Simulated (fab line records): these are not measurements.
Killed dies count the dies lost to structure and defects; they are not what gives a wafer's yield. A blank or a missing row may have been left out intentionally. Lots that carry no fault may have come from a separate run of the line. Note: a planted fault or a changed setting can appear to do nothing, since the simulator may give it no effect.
Which of the tools did it?	flow gf180mcu	6 lots, 18 wafers sampled, at 4 steps of a route of 602

== WHAT EACH GAUGE READ, for each wafer ==
GF_V5_OVL_MEAS_15.
lot	measured	on	V5_OVL (nm)
L697	day 28 06:43	overlay-01	5 2 2
L700	day 29 11:29	overlay-01	2 0 -1
L705	day 30 22:52	overlay-02	-3 -1 -11
L712	day 32 13:49	overlay-02	-11 -14 -6
L714	day 33 05:55	overlay-01	-3 -3 -3
L717	day 33 19:32	overlay-01	-10 -10 -6

== WHICH TOOL RAN EACH LOT (tool, then ch and the chambers of the sampled wafers, then the start) ==
lot	GF_M4_SPUTTER_03	GF_M5_ETCH_09	GF_V5_CMP_04
L697	pvd-sputter-04, day 23 13:31	rie-diel-02 ch 0,1,3, day 27 08:43	cmp-01 ch 0,1,3, day 27 10:09
L700	pvd-sputter-04, day 25 01:04	rie-diel-04 ch 0,1,2, day 28 14:55	cmp-02 ch 0,1,2, day 28 16:01
L705	pvd-sputter-03, day 26 16:00	rie-diel-03 ch 1,2,3, day 30 03:03	cmp-01 ch 0,1, day 30 04:01
L712	pvd-sputter-03, day 28 12:58	rie-diel-02 ch 2,3, day 31 19:08	cmp-01 ch 0,1,2, day 31 20:22
L714	pvd-sputter-03, day 29 07:07	rie-diel-03 ch 1,2,3, day 32 12:09	cmp-02 ch 0,1,3, day 32 13:22
L717	pvd-sputter-04, day 29 23:17	rie-diel-03 ch 0,1,3, day 33 02:17	cmp-01 ch 0,1,3, day 33 03:16
- GF_M4_SPUTTER_03: material Ti, target thk 10 nm, time 6.7 s.
- GF_M5_ETCH_09: etches Si3N4 in CF4/O2, target depth 52 nm, time 11.6 s.
- GF_V5_CMP_04: polishes SiO2.

== THE ANSWER, worked out from the rows above alone ==
Rule: the usual values come from the lots themselves. Put in order of their means at a reading, lots are off if they are a third of the lots or fewer, leave a main group of 4 or more, and stand apart from it by a gap of 3 or more times the standard deviation of the main group's means; of several such gaps the widest counts. The tables above print the reading to a certain number of digits; a main group whose means all agree to those digits is not used. Also off: a lot with no number at a reading for which 4 or more lots have one. Where the step has rows for the other lots, those lots are counted as sound.
None of the lots is off at any reading shown; this tells nothing.

== WHAT THE SIMULATOR PUT IN ==
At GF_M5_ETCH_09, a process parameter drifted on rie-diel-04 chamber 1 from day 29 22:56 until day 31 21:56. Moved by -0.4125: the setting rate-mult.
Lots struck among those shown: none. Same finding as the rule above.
